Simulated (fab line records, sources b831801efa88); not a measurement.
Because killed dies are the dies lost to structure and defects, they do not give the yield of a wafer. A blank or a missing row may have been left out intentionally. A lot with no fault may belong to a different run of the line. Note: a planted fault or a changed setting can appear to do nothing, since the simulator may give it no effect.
A struck lot beside a sound one :: flow gf180mcu :: 14 steps out of a route of 602
Sound: these wafers, L387.1, L387.2, L387.4. Wafers L393.1, L393.4, L393.6 were the ones struck. At the end, the cause is stated.
For every step that has rows: the tool of each side, followed by ch and its chambers, followed by its first start. Under that, the readings that differ: sound wafers :: struck wafers :: difference of the means :: sigmas: that difference in standard deviations of wafers without a fault.
alike: readings with means less than 2 such deviations apart, plus words and numbers identical on both sides. not compared: withheld readings, readings lacking a value on some wafer, bounds such as >300 that could conceal the same value, and numbers that have no deviation in the record and whose values overlap.
A row with sigmas, a row that says differs or no value, or rows on one side alone: a step with any of these is where the two part. Numbers that don't overlap but have no deviation are shown without sigmas and don't part them. A reading missing from all wafers of one side parts the sides only when that side holds two or more wafers.

first, 2 steps without rows for these wafers: GF_VT_IMPLANT_PEB_16; GF_VT_IMPLANT_DEVELOP_17 (develop time 60 s).
GF_VT_IMPLANT_OVL_MEAS_18:
  sound: overlay-02 at day 7 21:43; struck: overlay-02 at day 9 08:13
  alike: VT_IMPLANT_01_OVL
after that, 1 step had no rows for these wafers: GF_VT_IMPLANT_IMPLANT_19.
GF_VT_IMPLANT_STRIP_20: strips in O2/N2.
  sound on plasmaAsher-04 ch 0,1, day 7 21:54; struck on plasmaAsher-03 ch 0,1, day 9 08:24
  alike: drypumpMotorCurrentA, heaterPowerW, oesProductAu, stripTimeToEndpointS
  not compared: rfHoursCounterH
GF_VT_IMPLANT_TW_MEAS_21:
  sound: filmMetro-04 at day 7 22:00; struck: filmMetro-04 at day 9 08:30
  alike: VT_IMPLANT_2_TW
then, 6 steps without rows for these wafers: GF_VT_IMPLANT_DEHYDRATE_22 (time 60 s); GF_VT_IMPLANT_HMDS_23 (prime time 60 s); GF_VT_IMPLANT_COAT_24 (resist thk 1000 nm); GF_VT_IMPLANT_SOFTBAKE_25 (time 60 s); GF_VT_IMPLANT_EXPOSE_26 (exposes mask LVPWELL HV AREA, target cd 860 nm); GF_VT_IMPLANT_PEB_27.
GF_VT_IMPLANT_DEVELOP_28: develop time 60 s.
  sound on lithoTrack-03 ch 0, day 8 14:16; struck on lithoTrack-03, day 10 01:28
  no value came back on the struck wafers for chillPlateTempC (C), developTimeS (s), resistLineTempC (C); on the sound wafers chillPlateTempC (C) reads 22.93 23.11 22.89
GF_VT_IMPLANT_OVL_MEAS_29:
  sound: overlay-02 at day 8 14:25; struck: overlay-02 at day 10 01:37
reading: VT_IMPLANT_02_OVL (nm)
sound: -0.7 -1.7 1.9
struck: - - -
difference: no value on the struck wafers
sigmas: 

WHERE THEY PART
Earliest at GF_VT_IMPLANT_DEVELOP_28; latest, in this record, at GF_VT_IMPLANT_OVL_MEAS_29.

WHY: whatever the simulator had introduced
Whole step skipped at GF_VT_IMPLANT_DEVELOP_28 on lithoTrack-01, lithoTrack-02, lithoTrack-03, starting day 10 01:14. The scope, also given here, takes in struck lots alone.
